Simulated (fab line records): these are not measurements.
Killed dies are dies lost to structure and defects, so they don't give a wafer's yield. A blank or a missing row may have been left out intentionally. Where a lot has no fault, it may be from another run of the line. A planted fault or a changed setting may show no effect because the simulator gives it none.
Which tool is to blame? ; flow gf180mcu ; 13 lots with 39 wafers sampled at 2 steps, on a route of 602 steps

## WHAT THE GAUGES READ, wafer by wafer
GF_V1_THK_MEAS_01.
lot;measured;on;V1_CVD_00_THK (nm)
L366;day 16 23:35;film metro-03;601 602 593
L367;day 17 06:43;film metro-03;601 602 598
L368;day 17 17:39;film metro-03;607 603 607
L369;day 18 00:47;film metro-02;607 608 603
L370;day 18 10:28;film metro-02;600 599 603
L372;day 19 09:15;film metro-02;601 594 593
L375;day 20 16:07;film metro-01;591 598 590
L383;day 23 21:38;film metro-02;601 599 597
L384;day 24 02:32;film metro-03;587 588 589
L385;day 24 10:59;film metro-02;587 608 601
L387;day 24 23:55;film metro-03;596 594 597
L386;day 25 00:04;film metro-02;604 589 601
L389;day 25 08:11;film metro-03;600 593 594

## TOOL THAT RAN EACH LOT (tool first, then ch and the chambers of the sampled wafers, then the start)
lot;GF_SALICIDE_RTA_06
L366;rtp anneal-02 ch 0, day 15 00:54
L367;rtp anneal-02 ch 0, day 15 06:25
L368;rtp anneal-02 ch 0, day 15 18:46
L369;rtp anneal-01 ch 0, day 16 01:26
L370;rtp anneal-02 ch 0, day 16 09:25
L372;rtp anneal-01 ch 0, day 17 05:51
L375;rtp anneal-01 ch 0, day 18 11:36
L383;rtp anneal-02 ch 0, day 21 19:49
L384;rtp anneal-02 ch 0, day 22 01:14
L385;rtp anneal-01 ch 0, day 22 10:22
L387;rtp anneal-02 ch 0, day 22 23:53
L386;rtp anneal-02 ch 0, day 23 00:42
L389;rtp anneal-01 ch 0, day 23 08:07
- GF_SALICIDE_RTA_06: time 30 s.

## AS READ BY THE TOOLS THEMSELVES (means over the sampled wafers that have a number; for cases with no such wafer, the mark the record gives instead)
GF_SALICIDE_RTA_06.
lot;tool;lamp power pct (%);wafer_temp_C_max
L366;rtp anneal-02;7.12;533.3
L367;rtp anneal-02;7.12;532.6
L368;rtp anneal-02;7.13;532.7
L369;rtp anneal-01;6.80;532.5
L370;rtp anneal-02;7.13;533.0
L372;rtp anneal-01;6.80;532.4
L375;rtp anneal-01;6.80;532.4
L383;rtp anneal-02;7.13;532.8
L384;rtp anneal-02;7.14;533.3
L385;rtp anneal-01;6.80;532.3
L387;rtp anneal-02;7.12;532.3
L386;rtp anneal-02;7.13;531.9
L389;rtp anneal-01;6.80;532.6

## THE ANSWER, worked out from the rows above alone
Rule: what is usual is taken from the lots themselves. Put in order of their means at a reading, lots are off if they are a third of the lots or fewer, leave a main group of 4 or more, and stand apart from it by a gap of 3 or more times the standard deviation of the main group's means; of several such gaps the widest counts. If all means in a main group match to the digits the tables above print for the reading, that group is not used. A lot without any number at a reading at which 4 lots or more have one is off too. Any other lot the step has rows for is counted as sound. The gauges are gone through in route order, then the tools' own readings, and for those a lot's mean is taken as printed above. At the first step where some lot is off, the reading lying furthest off is the one used; lots without a number count as furthest.
None of the lots is off at any reading shown; this tells nothing.

## WHAT WAS PUT IN BY THE SIMULATOR
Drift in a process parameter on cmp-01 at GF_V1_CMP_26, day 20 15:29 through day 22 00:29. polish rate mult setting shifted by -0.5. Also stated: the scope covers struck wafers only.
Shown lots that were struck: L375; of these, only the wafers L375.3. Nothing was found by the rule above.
